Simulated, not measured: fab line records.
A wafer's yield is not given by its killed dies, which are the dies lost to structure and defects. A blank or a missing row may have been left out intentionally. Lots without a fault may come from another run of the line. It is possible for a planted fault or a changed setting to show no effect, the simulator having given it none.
Which tool was responsible? / flow sky130 / 13 lots, 39 wafers sampled, at 3 steps of a route of 708

## WHAT THE GAUGES SHOWED, per wafer
SKY_METAL5_RS_MEAS_05: uses a four-point probe to measure. Usual: METAL5_ALCU_RS 0.0271 ohm/sq, standard deviation 0.00028.
lot=L974; measured=day 43 05:15; on=filmMetro-01; METAL5_ALCU_RS (ohm/sq)=0.02693 0.02714 0.02779; flag=
lot=L975; measured=day 43 11:51; on=filmMetro-03; METAL5_ALCU_RS (ohm/sq)=0.02716 0.02708 0.02665; flag=
lot=L979; measured=day 44 11:28; on=filmMetro-04; METAL5_ALCU_RS (ohm/sq)=0.02758 0.02758 0.02726; flag=
lot=L978; measured=day 44 13:44; on=filmMetro-03; METAL5_ALCU_RS (ohm/sq)=0.02705 0.02706 0.02696; flag=
lot=L980; measured=day 45 08:46; on=filmMetro-03; METAL5_ALCU_RS (ohm/sq)=0.02666 0.02668 0.0272; flag=
lot=L982; measured=day 45 17:43; on=filmMetro-04; METAL5_ALCU_RS (ohm/sq)=0.02727 0.02701 0.02729; flag=
lot=L983; measured=day 45 23:44; on=filmMetro-03; METAL5_ALCU_RS (ohm/sq)=0.02669 0.02688 0.02699; flag=
lot=L984; measured=day 46 05:55; on=filmMetro-01; METAL5_ALCU_RS (ohm/sq)=0.02698 0.02728 0.02703; flag=
lot=L985; measured=day 46 08:13; on=filmMetro-01; METAL5_ALCU_RS (ohm/sq)=0.0272 0.02736 0.02725; flag=
lot=L986; measured=day 46 11:51; on=filmMetro-04; METAL5_ALCU_RS (ohm/sq)=0.02664 0.02734 0.02734; flag=
lot=L993; measured=day 48 03:59; on=filmMetro-03; METAL5_ALCU_RS (ohm/sq)=0.02723 0.02732 0.02701; flag=
lot=L995; measured=day 48 13:55; on=filmMetro-03; METAL5_ALCU_RS (ohm/sq)=0.02682 0.02716 0.02693; flag=
lot=L996; measured=day 48 21:38; on=filmMetro-01; METAL5_ALCU_RS (ohm/sq)=0.02724 0.02699 0.02737; flag=

SKY_METAL5_THK_MEAS_06: measures by xrf. Usual: METAL5_ALCU_THK 1134 nm, standard deviation 13.
lot=L974; measured=day 43 05:22; on=filmMetro-01; METAL5_ALCU_THK (nm)=1154 1140 1115; flag=
lot=L975; measured=day 43 11:58; on=filmMetro-03; METAL5_ALCU_THK (nm)=1124 1124 1141; flag=
lot=L979; measured=day 44 11:35; on=filmMetro-04; METAL5_ALCU_THK (nm)=1113 1114 1123; flag=
lot=L978; measured=day 44 13:51; on=filmMetro-03; METAL5_ALCU_THK (nm)=1139 1136 1141; flag=
lot=L980; measured=day 45 08:53; on=filmMetro-03; METAL5_ALCU_THK (nm)=1149 1153 1132; flag=
lot=L982; measured=day 45 17:50; on=filmMetro-04; METAL5_ALCU_THK (nm)=1137 1140 1132; flag=
lot=L983; measured=day 45 23:52; on=filmMetro-03; METAL5_ALCU_THK (nm)=1152 1139 1144; flag=
lot=L984; measured=day 46 06:02; on=filmMetro-01; METAL5_ALCU_THK (nm)=1127 1124 1128; flag=
lot=L985; measured=day 46 08:18; on=filmMetro-01; METAL5_ALCU_THK (nm)=1118 1122 1121; flag=
lot=L986; measured=day 46 11:58; on=filmMetro-04; METAL5_ALCU_THK (nm)=1158 1132 1123; flag=
lot=L993; measured=day 48 04:05; on=filmMetro-03; METAL5_ALCU_THK (nm)=1134 1123 1144; flag=
lot=L995; measured=day 48 14:02; on=filmMetro-03; METAL5_ALCU_THK (nm)=1144 1137 1148; flag=
lot=L996; measured=day 48 21:45; on=filmMetro-01; METAL5_ALCU_THK (nm)=1130 1132 1118; flag=

## WHICH TOOL RAN EACH LOT (tool, then ch and the chambers of the sampled wafers, then the start)
lot=L974; SKY_METAL4_SPUTTER_01=pvdSputter-03, day 40 00:03
lot=L975; SKY_METAL4_SPUTTER_01=pvdSputter-03, day 40 06:55
lot=L979; SKY_METAL4_SPUTTER_01=pvdSputter-02, day 41 08:40
lot=L978; SKY_METAL4_SPUTTER_01=pvdSputter-03, day 41 09:26
lot=L980; SKY_METAL4_SPUTTER_01=pvdSputter-02, day 42 08:48
lot=L982; SKY_METAL4_SPUTTER_01=pvdSputter-02, day 42 19:45
lot=L983; SKY_METAL4_SPUTTER_01=pvdSputter-02, day 43 01:44
lot=L984; SKY_METAL4_SPUTTER_01=pvdSputter-02, day 43 08:10
lot=L985; SKY_METAL4_SPUTTER_01=pvdSputter-02, day 43 10:11
lot=L986; SKY_METAL4_SPUTTER_01=pvdSputter-02, day 43 15:05
lot=L993; SKY_METAL4_SPUTTER_01=pvdSputter-04, day 45 11:02
lot=L995; SKY_METAL4_SPUTTER_01=pvdSputter-03, day 45 23:17
lot=L996; SKY_METAL4_SPUTTER_01=pvdSputter-03, day 46 06:14
- SKY_METAL4_SPUTTER_01: material TiN, target thk 20 nm, time 16.7 s.

## WHAT THE TOOLS THEMSELVES READ (means of the sampled wafers that have a number; where no wafer has one, the mark that the record gives instead)
SKY_METAL4_SPUTTER_01. Usual: cathodeDcPowerW 6500.0 W, standard deviation 1.1; throttleValvePct 30.2 %, standard deviation 1.3.
lot=L974; tool=pvdSputter-03; cathodeDcPowerW (W)=6500.4; throttleValvePct (%)=30.4; flag=
lot=L975; tool=pvdSputter-03; cathodeDcPowerW (W)=6500.1; throttleValvePct (%)=30.0; flag=
lot=L979; tool=pvdSputter-02; cathodeDcPowerW (W)=6499.9; throttleValvePct (%)=31.2; flag=
lot=L978; tool=pvdSputter-03; cathodeDcPowerW (W)=6500.4; throttleValvePct (%)=30.6; flag=
lot=L980; tool=pvdSputter-02; cathodeDcPowerW (W)=6500.6; throttleValvePct (%)=31.1; flag=
lot=L982; tool=pvdSputter-02; cathodeDcPowerW (W)=6499.6; throttleValvePct (%)=30.5; flag=
lot=L983; tool=pvdSputter-02; cathodeDcPowerW (W)=6499.7; throttleValvePct (%)=30.8; flag=
lot=L984; tool=pvdSputter-02; cathodeDcPowerW (W)=6499.9; throttleValvePct (%)=30.7; flag=
lot=L985; tool=pvdSputter-02; cathodeDcPowerW (W)=6501.0; throttleValvePct (%)=29.9; flag=
lot=L986; tool=pvdSputter-02; cathodeDcPowerW (W)=6500.5; throttleValvePct (%)=30.0; flag=
lot=L993; tool=pvdSputter-04; cathodeDcPowerW (W)=6500.2; throttleValvePct (%)=31.3; flag=
lot=L995; tool=pvdSputter-03; cathodeDcPowerW (W)=6500.0; throttleValvePct (%)=30.9; flag=
lot=L996; tool=pvdSputter-03; cathodeDcPowerW (W)=6499.3; throttleValvePct (%)=30.3; flag=

## THE ANSWER, worked out from the rows above alone
Rule: a lot is off if the mean of its wafers that have a number lies more than 3 standard deviations from the usual mean. Also off: a lot with no number at a reading for which 4 or more lots have one. Where the step has rows for the other lots, those lots are counted as sound. Order of review: gauges by route order, followed by the tools' own readings, for which a lot's mean as printed above is used. The first step at which some lot is off is used, and at that step the reading that is off furthest; a lot without a number counts as furthest.
Across all readings shown, no lot is off: no conclusion can be drawn from this.

## WHAT WAS PUT IN BY THE SIMULATOR
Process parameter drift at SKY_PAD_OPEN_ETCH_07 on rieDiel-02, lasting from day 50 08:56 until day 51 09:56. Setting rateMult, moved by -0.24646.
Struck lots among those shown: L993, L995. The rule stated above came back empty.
